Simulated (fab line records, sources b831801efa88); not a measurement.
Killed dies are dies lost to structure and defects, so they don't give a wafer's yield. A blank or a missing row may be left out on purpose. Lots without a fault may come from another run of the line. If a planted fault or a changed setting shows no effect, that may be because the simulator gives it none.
fab line records || flow sky130
record {"lots": 5, "wafers": 14, "lastDay": 50}
route steps=708 shown METAL1@454 VIA1@458 PAD_OPEN@708
lots with no fault: from the same line, run without faults
startH: hours from the record's first day to the start of the lot's first wafer shown || waitH: hours elapsed since this lot's preceding step || " as in the row above || L1.1+2: a row that stands for several wafers || - no value present, or no start provided || * or withheld: withheld || < > ~ a bound
route shown NAME@n: names a module that has steps shown in the file, with the first one's number in the route || usual: mean/standard deviation of fault-free wafers || same: alike in all rows || chamber/n: place in a boat || sites: each site's reading || _std_site: their standard deviation || _edge_site: outer sites' mean less inner sites' || radiusMm: for every site, how far away it sits from the centre of the wafer || mask NAME#n: copy n || behind: the last tool/chamber to shape the wafer || hold: reason for holding the lot/hours on hold/outcome of the hold || device: the transistor (n, p or np) that didn't switch || end of line: the tests these same wafers got at the end of their route || step lacking rows: just its recipe || killed: not the wafer's yield, but the dies lost to structure and defects at the first sort || map: shows each die of a wafer: x if killed, . if not, _ if none is there
set.NAME: the run value of the setting; set.NAME@STEP: its run value at that earlier step || model.NAME: the simulator's own value behind a step, which no gauge read
certain route steps with their lots: each step a table, each wafer a row
services: when a tool's chamber went out of use (startH, in hours from the record's first day, below 0 if earlier), for how many hours, and the reason
## steps
# step SKY_METAL1_STRIP_20
# recipe {"chemistry": "O2/N2", "powerW": 1400, "pressureMtorr": 1500, "platenTempC": "withheld", "o2FlowSccm": 3000, "n2FlowSccm": 300, "overashFraction": 0.5}
# usual {"drypumpMotorCurrentA": "5.49/0.27", "n2FlowSccm": "300.1/0.95", "o2FlowSccm": "2999/8.8", "oesProductAu": "0.343/0.0048", "stripTimeToEndpointS": "2.69/0.035"}
{"lot.wafer": "L346.2", "tool": "plasmaAsher-01", "chamber": 1, "startH": 764.31, "waitH": 0.1, "drypumpMotorCurrentA": 5.57, "n2FlowSccm": 299.9, "o2FlowSccm": 3014, "oesProductAu": 0.342, "rfHoursCounterH": 94, "stripTimeToEndpointS": 2.71}
{"lot.wafer": "L346.3", "tool": "plasmaAsher-01", "chamber": 0, "startH": 764.31, "waitH": 0.1, "drypumpMotorCurrentA": 5.31, "n2FlowSccm": 300.1, "o2FlowSccm": 2995, "oesProductAu": 0.345, "rfHoursCounterH": "-", "stripTimeToEndpointS": 2.71}
{"lot.wafer": "L346.4", "tool": "plasmaAsher-01", "chamber": 1, "startH": 764.31, "waitH": 0.1, "drypumpMotorCurrentA": 5.53, "n2FlowSccm": 301.6, "o2FlowSccm": 3008, "oesProductAu": 0.335, "rfHoursCounterH": "-", "stripTimeToEndpointS": 2.64}
{"lot.wafer": "L351.1", "tool": "plasmaAsher-03", "chamber": 0, "startH": 831.06, "waitH": 0.1, "drypumpMotorCurrentA": 5.71, "n2FlowSccm": 299.1, "o2FlowSccm": 3009, "oesProductAu": 0.349, "rfHoursCounterH": 10, "stripTimeToEndpointS": 2.73}
{"lot.wafer": "L351.2", "tool": "plasmaAsher-03", "chamber": 1, "startH": 831.06, "waitH": 0.1, "drypumpMotorCurrentA": 5.48, "n2FlowSccm": 297.8, "o2FlowSccm": 2998, "oesProductAu": 0.346, "rfHoursCounterH": 10, "stripTimeToEndpointS": 2.71}
{"lot.wafer": "L351.6", "tool": "plasmaAsher-03", "chamber": 1, "startH": 831.06, "waitH": 0.1, "drypumpMotorCurrentA": 5.49, "n2FlowSccm": 299.5, "o2FlowSccm": 2996, "oesProductAu": 0.343, "rfHoursCounterH": "-", "stripTimeToEndpointS": 2.73}
{"lot.wafer": "L355.2", "tool": "plasmaAsher-03", "chamber": 0, "startH": 845.43, "waitH": 0.1, "drypumpMotorCurrentA": 5.72, "n2FlowSccm": 299.3, "o2FlowSccm": 3002, "oesProductAu": 0.338, "rfHoursCounterH": 11, "stripTimeToEndpointS": 2.69}
{"lot.wafer": "L355.3", "tool": "plasmaAsher-03", "chamber": 1, "startH": 845.43, "waitH": 0.1, "drypumpMotorCurrentA": 5.47, "n2FlowSccm": 299.4, "o2FlowSccm": 3009, "oesProductAu": 0.347, "rfHoursCounterH": "-", "stripTimeToEndpointS": 2.70}
{"lot.wafer": "L355.5", "tool": "plasmaAsher-03", "chamber": 0, "startH": 845.43, "waitH": 0.1, "drypumpMotorCurrentA": 5.75, "n2FlowSccm": 300.1, "o2FlowSccm": 2998, "oesProductAu": 0.345, "rfHoursCounterH": "-", "stripTimeToEndpointS": 2.68}
{"lot.wafer": "L357.2", "tool": "plasmaAsher-01", "chamber": 1, "startH": 861.22, "waitH": 0.1, "drypumpMotorCurrentA": 5.53, "n2FlowSccm": 301.6, "o2FlowSccm": 3007, "oesProductAu": 0.346, "rfHoursCounterH": 104, "stripTimeToEndpointS": 2.77}
{"lot.wafer": "L357.6", "tool": "plasmaAsher-01", "chamber": 0, "startH": 861.22, "waitH": 0.1, "drypumpMotorCurrentA": 5.34, "n2FlowSccm": 300.5, "o2FlowSccm": 2998, "oesProductAu": 0.336, "rfHoursCounterH": "-", "stripTimeToEndpointS": 2.76}
{"lot.wafer": "L367.1", "tool": "plasmaAsher-03", "chamber": 0, "startH": 927.21, "waitH": 0.1, "drypumpMotorCurrentA": 5.72, "n2FlowSccm": 299.6, "o2FlowSccm": 3011, "oesProductAu": 0.344, "rfHoursCounterH": 20, "stripTimeToEndpointS": 2.69}
{"lot.wafer": "L367.3", "tool": "plasmaAsher-03", "chamber": 0, "startH": 927.21, "waitH": 0.1, "drypumpMotorCurrentA": 5.73, "n2FlowSccm": 300.1, "o2FlowSccm": 3000, "oesProductAu": 0.348, "rfHoursCounterH": "-", "stripTimeToEndpointS": 2.78}
{"lot.wafer": "L367.5", "tool": "plasmaAsher-03", "chamber": 1, "startH": 927.21, "waitH": 0.1, "drypumpMotorCurrentA": 5.48, "n2FlowSccm": 299.2, "o2FlowSccm": 2985, "oesProductAu": 0.347, "rfHoursCounterH": "-", "stripTimeToEndpointS": 2.75}
# step SKY_METAL1_STRIP_21
# recipe {"chemistry": "postEtchResidueRemover", "timeS": 1200, "tempC": 72.5}
# step SKY_METAL1_CLEAN_22
# recipe {"chemistry": "IPA", "timeS": 180, "tempC": 25}
# step SKY_METAL1_CLEAN_23
# recipe {"chemistry": "O3/DIW", "dry": "n2Spin"}
# step SKY_VIA1_HDPCVD_00
# recipe {"material": "SiO2", "targetThkNm": 1030, "sigmaOpenFrac": 0.3, "timeS": 171.7, "tempC": 400, "sih4FlowSccm": 60, "pressureMtorr": 6}
# step SKY_VIA1_THK_MEAS_01
# recipe {"reads": "SiO2_of_VIA1_HDPCVD_00"}
# usual {"VIA1_HDPCVD_THK": "1029/9.3"}
{"lot.wafer": "L346.2", "tool": "filmMetro-04", "chamber": "-", "startH": 765.07, "waitH": 0.1, "VIA1_HDPCVD_THK[nm]": 1020}
{"lot.wafer": "L346.3", "tool": "filmMetro-04", "chamber": "-", "startH": 765.07, "waitH": 0.1, "VIA1_HDPCVD_THK[nm]": 1030}
{"lot.wafer": "L346.4", "tool": "filmMetro-04", "chamber": "-", "startH": 765.07, "waitH": 0.1, "VIA1_HDPCVD_THK[nm]": 1024}
{"lot.wafer": "L351.1", "tool": "filmMetro-02", "chamber": "-", "startH": 831.78, "waitH": 0.1, "VIA1_HDPCVD_THK[nm]": 1036}
{"lot.wafer": "L351.2", "tool": "filmMetro-02", "chamber": "-", "startH": 831.78, "waitH": 0.1, "VIA1_HDPCVD_THK[nm]": 1018}
{"lot.wafer": "L351.6", "tool": "filmMetro-02", "chamber": "-", "startH": 831.78, "waitH": 0.1, "VIA1_HDPCVD_THK[nm]": 1031}
{"lot.wafer": "L355.2", "tool": "filmMetro-01", "chamber": "-", "startH": 846.19, "waitH": 0.1, "VIA1_HDPCVD_THK[nm]": 1041}
{"lot.wafer": "L355.3", "tool": "filmMetro-01", "chamber": "-", "startH": 846.19, "waitH": 0.1, "VIA1_HDPCVD_THK[nm]": 1030}
{"lot.wafer": "L355.5", "tool": "filmMetro-01", "chamber": "-", "startH": 846.19, "waitH": 0.1, "VIA1_HDPCVD_THK[nm]": 1028}
{"lot.wafer": "L357.2", "tool": "filmMetro-04", "chamber": "-", "startH": 862.08, "waitH": 0.1, "VIA1_HDPCVD_THK[nm]": 1024}
{"lot.wafer": "L357.6", "tool": "filmMetro-04", "chamber": "-", "startH": 862.08, "waitH": 0.1, "VIA1_HDPCVD_THK[nm]": 1030}
{"lot.wafer": "L367.1", "tool": "filmMetro-01", "chamber": "-", "startH": 927.95, "waitH": 0.1, "VIA1_HDPCVD_THK[nm]": 1022}
{"lot.wafer": "L367.3", "tool": "filmMetro-01", "chamber": "-", "startH": 927.95, "waitH": 0.1, "VIA1_HDPCVD_THK[nm]": 1036}
{"lot.wafer": "L367.5", "tool": "filmMetro-01", "chamber": "-", "startH": 927.95, "waitH": 0.1, "VIA1_HDPCVD_THK[nm]": 1029}
# step SKY_VIA1_CMP_02
# recipe {"material": "SiO2", "downForcePsi": 4, "platenRpm": 60, "padVelocityMS": 0.94248}
# usual {"motorCurrentA": "11.7/1.4", "platenRpm": "60.00/0.038"}
{"lot.wafer": "L346.4", "tool": "cmp-02", "chamber": 0, "startH": 765.17, "waitH": 0.1, "motorCurrentA": 11.6, "platenRpm": 60.03}
{"lot.wafer": "L346.2", "tool": "cmp-02", "chamber": 1, "startH": 765.17, "waitH": 0.1, "motorCurrentA": 14.3, "platenRpm": 59.99}
{"lot.wafer": "L346.3", "tool": "cmp-02", "chamber": 2, "startH": 765.17, "waitH": 0.1, "motorCurrentA": 11.8, "platenRpm": 59.95}
{"lot.wafer": "L351.1", "tool": "cmp-01", "chamber": 2, "startH": 831.84, "waitH": 0.1, "motorCurrentA": 9.7, "platenRpm": 59.94}
{"lot.wafer": "L351.2", "tool": "cmp-01", "chamber": 0, "startH": 831.84, "waitH": 0.1, "motorCurrentA": 10.3, "platenRpm": 60.00}
{"lot.wafer": "L351.6", "tool": "cmp-01", "chamber": 3, "startH": 831.84, "waitH": 0.1, "motorCurrentA": 11.8, "platenRpm": 59.99}
{"lot.wafer": "L355.3", "tool": "cmp-02", "chamber": 0, "startH": 846.24, "waitH": 0.0, "motorCurrentA": 11.8, "platenRpm": 59.99}
{"lot.wafer": "L355.2", "tool": "cmp-02", "chamber": 1, "startH": 846.24, "waitH": 0.0, "motorCurrentA": 13.3, "platenRpm": 60.03}
{"lot.wafer": "L355.5", "tool": "cmp-02", "chamber": 0, "startH": 846.24, "waitH": 0.0, "motorCurrentA": 11.7, "platenRpm": 59.95}
{"lot.wafer": "L357.2", "tool": "cmp-02", "chamber": 0, "startH": 862.23, "waitH": 0.1, "motorCurrentA": 11.6, "platenRpm": 60.02}
{"lot.wafer": "L357.6", "tool": "cmp-02", "chamber": 2, "startH": 862.23, "waitH": 0.1, "motorCurrentA": 12.1, "platenRpm": 59.97}
{"lot.wafer": "L367.3", "tool": "cmp-02", "chamber": 2, "startH": 928.11, "waitH": 0.1, "motorCurrentA": 11.6, "platenRpm": 60.07}
{"lot.wafer": "L367.1", "tool": "cmp-02", "chamber": 3, "startH": 928.11, "waitH": 0.1, "motorCurrentA": 10.0, "platenRpm": 59.99}
{"lot.wafer": "L367.5", "tool": "cmp-02", "chamber": 1, "startH": 928.11, "waitH": 0.1, "motorCurrentA": 14.1, "platenRpm": 59.96}
# step SKY_VIA1_BOW_MEAS_03
# recipe {"mode": "bow"}
# usual {"VIA1_BOW": "80/6.2"}
{"lot.wafer": "L346.2", "tool": "filmMetro-04", "chamber": "-", "startH": 765.44, "waitH": 0.2, "VIA1_BOW[um]": 84}
{"lot.wafer": "L346.3", "tool": "filmMetro-04", "chamber": "-", "startH": 765.44, "waitH": 0.2, "VIA1_BOW[um]": 72}
{"lot.wafer": "L346.4", "tool": "filmMetro-04", "chamber": "-", "startH": 765.44, "waitH": 0.2, "VIA1_BOW[um]": 94}
{"lot.wafer": "L351.1", "tool": "filmMetro-02", "chamber": "-", "startH": 832.14, "waitH": 0.2, "VIA1_BOW[um]": 75}
{"lot.wafer": "L351.2", "tool": "filmMetro-02", "chamber": "-", "startH": 832.14, "waitH": 0.2, "VIA1_BOW[um]": 89}
{"lot.wafer": "L351.6", "tool": "filmMetro-02", "chamber": "-", "startH": 832.14, "waitH": 0.2, "VIA1_BOW[um]": 75}
{"lot.wafer": "L355.2", "tool": "filmMetro-02", "chamber": "-", "startH": 846.56, "waitH": 0.2, "VIA1_BOW[um]": 79}
{"lot.wafer": "L355.3", "tool": "filmMetro-02", "chamber": "-", "startH": 846.56, "waitH": 0.2, "VIA1_BOW[um]": 81}
{"lot.wafer": "L355.5", "tool": "filmMetro-02", "chamber": "-", "startH": 846.56, "waitH": 0.2, "VIA1_BOW[um]": 94}
{"lot.wafer": "L357.2", "tool": "filmMetro-04", "chamber": "-", "startH": 862.45, "waitH": 0.2, "VIA1_BOW[um]": 76}
{"lot.wafer": "L357.6", "tool": "filmMetro-04", "chamber": "-", "startH": 862.45, "waitH": 0.2, "VIA1_BOW[um]": 76}
{"lot.wafer": "L367.1", "tool": "filmMetro-02", "chamber": "-", "startH": 928.31, "waitH": 0.1, "VIA1_BOW[um]": 80}
{"lot.wafer": "L367.3", "tool": "filmMetro-02", "chamber": "-", "startH": 928.31, "waitH": 0.1, "VIA1_BOW[um]": 84}
{"lot.wafer": "L367.5", "tool": "filmMetro-02", "chamber": "-", "startH": 928.31, "waitH": 0.1, "VIA1_BOW[um]": 87}
# step SKY_VIA1_DEHYDRATE_04
# recipe {"tempC": 200, "timeS": 60}
# step SKY_VIA1_HMDS_05
# recipe {"primeTimeS": 60, "primeTempC": 120}
# step SKY_VIA1_COAT_06
# recipe {"resist": "BARC", "tempC": "withheld", "timeS": "withheld", "spinRpm": 3000, "resistThkNm": 60}
# step SKY_VIA1_COAT_07
# recipe {"resist": "KrF-thick", "spinRpm": 3000, "resistThkNm": 450}
# step SKY_VIA1_SOFTBAKE_08
# recipe {"tempC": 100, "timeS": 90, "resist": "KrF-thick"}
# usual {"heaterPowerTotalW": "57.35/0.11", "runLengthS": "119.10/0.13"}
{"lot.wafer": "L346.2", "tool": "lithoTrack-01", "chamber": 0, "startH": 778, "waitH": "-", "heaterPowerTotalW": 57.41, "runLengthS": 119.16}
{"lot.wafer": "L346.3", "tool": "lithoTrack-01", "chamber": 0, "startH": 778, "waitH": "-", "heaterPowerTotalW": 57.15, "runLengthS": 118.90}
{"lot.wafer": "L346.4", "tool": "lithoTrack-01", "chamber": 0, "startH": 778, "waitH": "-", "heaterPowerTotalW": 57.36, "runLengthS": 119.12}
{"lot.wafer": "L351.1", "tool": "lithoTrack-04", "chamber": 0, "startH": 844, "waitH": "-", "heaterPowerTotalW": 57.30, "runLengthS": 119.14}
{"lot.wafer": "L351.2", "tool": "lithoTrack-04", "chamber": 0, "startH": 844, "waitH": "-", "heaterPowerTotalW": 57.44, "runLengthS": 118.99}
{"lot.wafer": "L351.6", "tool": "lithoTrack-04", "chamber": 0, "startH": 844, "waitH": "-", "heaterPowerTotalW": 57.40, "runLengthS": 118.96}
{"lot.wafer": "L355.2", "tool": "lithoTrack-01", "chamber": 0, "startH": 859, "waitH": "-", "heaterPowerTotalW": 57.42, "runLengthS": 118.95}
{"lot.wafer": "L355.3", "tool": "lithoTrack-01", "chamber": 0, "startH": 859, "waitH": "-", "heaterPowerTotalW": 57.16, "runLengthS": 119.19}
{"lot.wafer": "L355.5", "tool": "lithoTrack-01", "chamber": 0, "startH": 859, "waitH": "-", "heaterPowerTotalW": 57.40, "runLengthS": 119.15}
{"lot.wafer": "L357.2", "tool": "lithoTrack-04", "chamber": 0, "startH": 875, "waitH": "-", "heaterPowerTotalW": 63.67, "runLengthS": 94.39}
{"lot.wafer": "L357.6", "tool": "lithoTrack-04", "chamber": 0, "startH": 875, "waitH": "-", "heaterPowerTotalW": 63.86, "runLengthS": 94.50}
{"lot.wafer": "L367.1", "tool": "lithoTrack-04", "chamber": 0, "startH": 940, "waitH": "-", "heaterPowerTotalW": 57.30, "runLengthS": 118.92}
{"lot.wafer": "L367.3", "tool": "lithoTrack-04", "chamber": 0, "startH": 940, "waitH": "-", "heaterPowerTotalW": 57.24, "runLengthS": 119.06}
{"lot.wafer": "L367.5", "tool": "lithoTrack-04", "chamber": 0, "startH": 941, "waitH": "-", "heaterPowerTotalW": 57.31, "runLengthS": 118.96}
# step SKY_VIA1_EXPOSE_09
# recipe {"maskId": "VIM", "na": 0.8, "sourceShape": "annular", "sigmaInner": 0.55, "sigmaOuter": 0.85, "targetCdNm": 150, "doseMj": 38}
# step SKY_PAD_OPEN_PROBE_99
# usual {"defectLimitedYield": "82.0/1.9", "killed_at_M0_to_M3": "45/6.9", "killed_at_M4_up": "3.0/1.7", "killedAtContacts": "25/5.6", "killedAtFrontEnd": "15/4.2", "killedAtOther": "0.3/0.55", "killedDies": "89/9.6", "killedOpen": "49/7.2", "killedShort": "39/6.5", "sort_bin_3_pad_short": "0.9/0.44", "sort_bin_5_function": "10.7/1.4", "sort_bin_6_memory": "6.4/1.3", "sortNPass": "403/9.6", "sortYieldPct": "82.0/1.9"}
# same {"grossDies": 492, "killedAtBackSide": 0, "sort_bin_4_leakage[%]": 0, "sort_bin_8_speed[%]": 0}
{"lot.wafer": "L346.2", "tool": "prober-01", "chamber": "-", "startH": 1073.50, "waitH": 0.1, "defectLimitedYield[%]": 81.7, "killed_at_M0_to_M3": 55, "killed_at_M4_up": 4, "killedAtContacts": 24, "killedAtFrontEnd": 7, "killedAtOther": 0, "killedDies": 90, "killedOpen": 52, "killedShort": 38, "sort_bin_3_pad_short[%]": 0.2, "sort_bin_5_function[%]": 10.2, "sort_bin_6_memory[%]": 7.9, "sortNPass": 402, "sortYieldPct[%]": 81.7}
{"lot.wafer": "L346.3", "tool": "prober-01", "chamber": "-", "startH": 1073.55, "waitH": 0.2, "defectLimitedYield[%]": 85.2, "killed_at_M0_to_M3": 39, "killed_at_M4_up": 3, "killedAtContacts": 19, "killedAtFrontEnd": 12, "killedAtOther": 0, "killedDies": 73, "killedOpen": 40, "killedShort": 33, "sort_bin_3_pad_short[%]": 1.0, "sort_bin_5_function[%]": 9.1, "sort_bin_6_memory[%]": 4.7, "sortNPass": 419, "sortYieldPct[%]": 85.2}
{"lot.wafer": "L346.4", "tool": "prober-01", "chamber": "-", "startH": 1073.60, "waitH": 0.2, "defectLimitedYield[%]": 82.5, "killed_at_M0_to_M3": 44, "killed_at_M4_up": 6, "killedAtContacts": 23, "killedAtFrontEnd": 13, "killedAtOther": 0, "killedDies": 86, "killedOpen": 39, "killedShort": 47, "sort_bin_3_pad_short[%]": 0.6, "sort_bin_5_function[%]": 9.3, "sort_bin_6_memory[%]": 7.5, "sortNPass": 406, "sortYieldPct[%]": 82.5}
{"lot.wafer": "L351.1", "tool": "prober-01", "chamber": "-", "startH": 1128.59, "waitH": 0.1, "defectLimitedYield[%]": 81.3, "killed_at_M0_to_M3": 53, "killed_at_M4_up": 3, "killedAtContacts": 22, "killedAtFrontEnd": 13, "killedAtOther": 1, "killedDies": 92, "killedOpen": 51, "killedShort": 41, "sort_bin_3_pad_short[%]": 0.6, "sort_bin_5_function[%]": 8.7, "sort_bin_6_memory[%]": 9.3, "sortNPass": 400, "sortYieldPct[%]": 81.3}
{"lot.wafer": "L351.2", "tool": "prober-01", "chamber": "-", "startH": 1128.64, "waitH": 0.1, "defectLimitedYield[%]": 82.3, "killed_at_M0_to_M3": 48, "killed_at_M4_up": 5, "killedAtContacts": 20, "killedAtFrontEnd": 14, "killedAtOther": 0, "killedDies": 87, "killedOpen": 47, "killedShort": 40, "sort_bin_3_pad_short[%]": 1.4, "sort_bin_5_function[%]": 10.0, "sort_bin_6_memory[%]": 6.3, "sortNPass": 405, "sortYieldPct[%]": 82.3}
{"lot.wafer": "L351.6", "tool": "prober-01", "chamber": "-", "startH": 1128.84, "waitH": 0.2, "defectLimitedYield[%]": 84.8, "killed_at_M0_to_M3": 37, "killed_at_M4_up": 3, "killedAtContacts": 21, "killedAtFrontEnd": 12, "killedAtOther": 2, "killedDies": 75, "killedOpen": 35, "killedShort": 38, "sort_bin_3_pad_short[%]": 1.2, "sort_bin_5_function[%]": 8.9, "sort_bin_6_memory[%]": 5.1, "sortNPass": 417, "sortYieldPct[%]": 84.8}
{"lot.wafer": "L355.2", "tool": "prober-01", "chamber": "-", "startH": 1138.11, "waitH": 0.1, "defectLimitedYield[%]": 78.3, "killed_at_M0_to_M3": 58, "killed_at_M4_up": 3, "killedAtContacts": 28, "killedAtFrontEnd": 18, "killedAtOther": 0, "killedDies": 107, "killedOpen": 52, "killedShort": 55, "sort_bin_3_pad_short[%]": 1.2, "sort_bin_5_function[%]": 12.4, "sort_bin_6_memory[%]": 8.1, "sortNPass": 385, "sortYieldPct[%]": 78.3}
{"lot.wafer": "L355.3", "tool": "prober-01", "chamber": "-", "startH": 1138.16, "waitH": 0.2, "defectLimitedYield[%]": 83.5, "killed_at_M0_to_M3": 42, "killed_at_M4_up": 2, "killedAtContacts": 24, "killedAtFrontEnd": 13, "killedAtOther": 0, "killedDies": 81, "killedOpen": 46, "killedShort": 34, "sort_bin_3_pad_short[%]": 0.6, "sort_bin_5_function[%]": 9.3, "sort_bin_6_memory[%]": 6.5, "sortNPass": 411, "sortYieldPct[%]": 83.5}
{"lot.wafer": "L355.5", "tool": "prober-01", "chamber": "-", "startH": 1138.26, "waitH": 0.2, "defectLimitedYield[%]": 79.1, "killed_at_M0_to_M3": 56, "killed_at_M4_up": 1, "killedAtContacts": 31, "killedAtFrontEnd": 15, "killedAtOther": 0, "killedDies": 103, "killedOpen": 56, "killedShort": 45, "sort_bin_3_pad_short[%]": 2.0, "sort_bin_5_function[%]": 12.0, "sort_bin_6_memory[%]": 6.9, "sortNPass": 389, "sortYieldPct[%]": 79.1}
{"lot.wafer": "L357.2", "tool": "prober-01", "chamber": "-", "startH": 1148.43, "waitH": 0.1, "defectLimitedYield[%]": 81.1, "killed_at_M0_to_M3": 45, "killed_at_M4_up": 2, "killedAtContacts": 28, "killedAtFrontEnd": 18, "killedAtOther": 0, "killedDies": 93, "killedOpen": 60, "killedShort": 33, "sort_bin_3_pad_short[%]": 0.6, "sort_bin_5_function[%]": 11.6, "sort_bin_6_memory[%]": 6.7, "sortNPass": 399, "sortYieldPct[%]": 81.1}
{"lot.wafer": "L357.6", "tool": "prober-01", "chamber": "-", "startH": 1148.63, "waitH": 0.2, "defectLimitedYield[%]": 82.9, "killed_at_M0_to_M3": 32, "killed_at_M4_up": 4, "killedAtContacts": 29, "killedAtFrontEnd": 19, "killedAtOther": 0, "killedDies": 84, "killedOpen": 55, "killedShort": 29, "sort_bin_3_pad_short[%]": 0.6, "sort_bin_5_function[%]": 10.8, "sort_bin_6_memory[%]": 5.7, "sortNPass": 408, "sortYieldPct[%]": 82.9}
# killed by level:class
L346.2 VIA1:geometricParticle:open=16 VIA2:geometricParticle:open=9 LI_CONTACT:geometricParticle:open=8 CONTACT:geometricParticle:open=8 VIA2:geometricParticle:short=7 LOCAL_INTERCONNECT:geometricParticle:short=5 METAL1:geometricParticle:short=5 VIA3:geometricParticle:open=5
L346.3 VIA1:geometricParticle:open=11 CONTACT:geometricParticle:open=7 VIA2:geometricParticle:open=7 SPACER:geometricParticle:open=4 LI_CONTACT:geometricParticle:open=4 VIA3:geometricParticle:open=4 VIA3:geometricParticle:short=4 LI_CONTACT:geometricParticle:short=3
L346.4 CONTACT:geometricParticle:open=10 VIA1:geometricParticle:open=8 VIA2:geometricParticle:open=7 VIA2:geometricParticle:short=5 CONTACT:geometricParticle:short=5 METAL4:geometricParticle:short=5 METAL1:geometricParticle:short=5 FIELD_ISO:geometricParticle:short=4
L351.1 VIA1:geometricParticle:open=15 LI_CONTACT:geometricParticle:open=9 METAL2:geometricParticle:short=8 VIA3:geometricParticle:open=7 FIELD_ISO:geometricParticle:open=5 POLY_GATE:geometricParticle:short=5 VIA2:geometricParticle:open=5 VIA3:geometricParticle:short=5
L351.2 VIA1:geometricParticle:open=11 LOCAL_INTERCONNECT:geometricParticle:short=7 CONTACT:geometricParticle:open=7 VIA3:geometricParticle:open=7 METAL1:geometricParticle:short=6 VIA1:geometricParticle:short=5 METAL2:geometricParticle:short=5 VIA2:geometricParticle:open=5
L351.6 VIA1:geometricParticle:open=8 VIA1:geometricParticle:short=6 LI_CONTACT:geometricParticle:open=6 FIELD_ISO:geometricParticle:open=5 LI_CONTACT:geometricParticle:short=5 CONTACT:geometricParticle:open=5 METAL2:geometricParticle:short=5 FIELD_ISO:geometricParticle:short=3
L355.2 VIA1:geometricParticle:open=11 CONTACT:geometricParticle:open=10 METAL2:geometricParticle:short=10 VIA3:geometricParticle:open=9 METAL1:geometricParticle:short=8 CONTACT:geometricParticle:short=7 FIELD_ISO:geometricParticle:short=6 LI_CONTACT:geometricParticle:open=6
L355.3 LI_CONTACT:geometricParticle:open=9 VIA3:geometricParticle:open=9 CONTACT:geometricParticle:open=8 METAL2:geometricParticle:short=6 VIA1:geometricParticle:short=6 VIA1:geometricParticle:open=6 FIELD_ISO:geometricParticle:short=5 METAL1:geometricParticle:short=5
L355.5 VIA3:geometricParticle:open=12 CONTACT:geometricParticle:open=11 VIA1:geometricParticle:open=10 METAL2:geometricParticle:short=9 FIELD_ISO:geometricParticle:open=6 VIA2:geometricParticle:open=6 LI_CONTACT:geometricParticle:open=5 LI_CONTACT:geometricParticle:short=5
L357.2 CONTACT:geometricParticle:open=14 VIA1:geometricParticle:open=14 VIA3:geometricParticle:open=9 LI_CONTACT:geometricParticle:open=7 POLY_GATE:geometricParticle:short=6 FIELD_ISO:geometricParticle:open=5 POLY_GATE:geometricParticle:open=5 METAL2:geometricParticle:short=4
L357.6 CONTACT:geometricParticle:open=13 VIA1:geometricParticle:open=8 LI_CONTACT:geometricParticle:open=7 FIELD_ISO:geometricParticle:open=5 POLY_GATE:geometricParticle:open=5 VIA3:geometricParticle:open=5 VIA2:geometricParticle:open=5 POLY_GATE:geometricParticle:short=4
## services
{"tool": "plasmaAsher-03", "chamber": 0, "startH": 742.75, "hours": "-", "kind": "clean"}
{"tool": "plasmaAsher-03", "chamber": 1, "startH": 742.75, "hours": "-", "kind": "clean"}
{"tool": "cmp-02", "chamber": "-", "startH": 744.00, "hours": 4.0, "kind": "pm"}
{"tool": "cmp-02", "chamber": "-", "startH": 748.00, "hours": "-", "kind": "consumableReplace:conditioner"}
{"tool": "cmp-02", "chamber": "-", "startH": 748.00, "hours": "-", "kind": "consumableReplace:pad"}
{"tool": "cmp-01", "chamber": "-", "startH": 755.54, "hours": 0.9, "kind": "repair"}
{"tool": "cmp-01", "chamber": "-", "startH": 757.74, "hours": 6.1, "kind": "pm"}
{"tool": "cmp-01", "chamber": "-", "startH": 786.57, "hours": 1.2, "kind": "repair"}
{"tool": "plasmaAsher-01", "chamber": "-", "startH": 796.18, "hours": 5.4, "kind": "repair"}
{"tool": "cmp-01", "chamber": "-", "startH": 812.01, "hours": 6.3, "kind": "repair"}
{"tool": "cmp-01", "chamber": "-", "startH": 823.30, "hours": 1.3, "kind": "repair"}
{"tool": "cmp-02", "chamber": "-", "startH": 880.78, "hours": 2.1, "kind": "repair"}
{"tool": "plasmaAsher-01", "chamber": "-", "startH": 896.91, "hours": 1.6, "kind": "repair"}
{"tool": "cmp-02", "chamber": "-", "startH": 901.54, "hours": 4.7, "kind": "pm"}
{"tool": "cmp-01", "chamber": "-", "startH": 912.21, "hours": 4.0, "kind": "pm"}
{"tool": "cmp-01", "chamber": "-", "startH": 916.21, "hours": "-", "kind": "consumableReplace:conditioner"}
{"tool": "cmp-01", "chamber": "-", "startH": 916.21, "hours": "-", "kind": "consumableReplace:pad"}
## key
firstSign {"step": "SKY_VIA1_SOFTBAKE_08", "reading": "runLengthS", "direction": "down", "sigmas": "99+", "usual": "*", "struck": "*"}
effect {"step": "SKY_VIA1_SOFTBAKE_08", "reading": "heaterPowerTotalW", "direction": "up", "sigmas": 60, "usual": "*", "struck": "*"}
metAt SKY_VIA1_SOFTBAKE_08
struckWafers L357.2,L357.6
onsetBetween 844 875
fault {"kind": "processParameterDrift", "tool": "lithoTrack-04", "chamber": "-", "onsetH": 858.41, "steps": "SKY_VIA1_SOFTBAKE_08", "channel": "timeS", "offset": "*", "shape": "step", "endH": 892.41, "scope": "struckWafersOnly", "actsIn": "*", "stated": "*"}
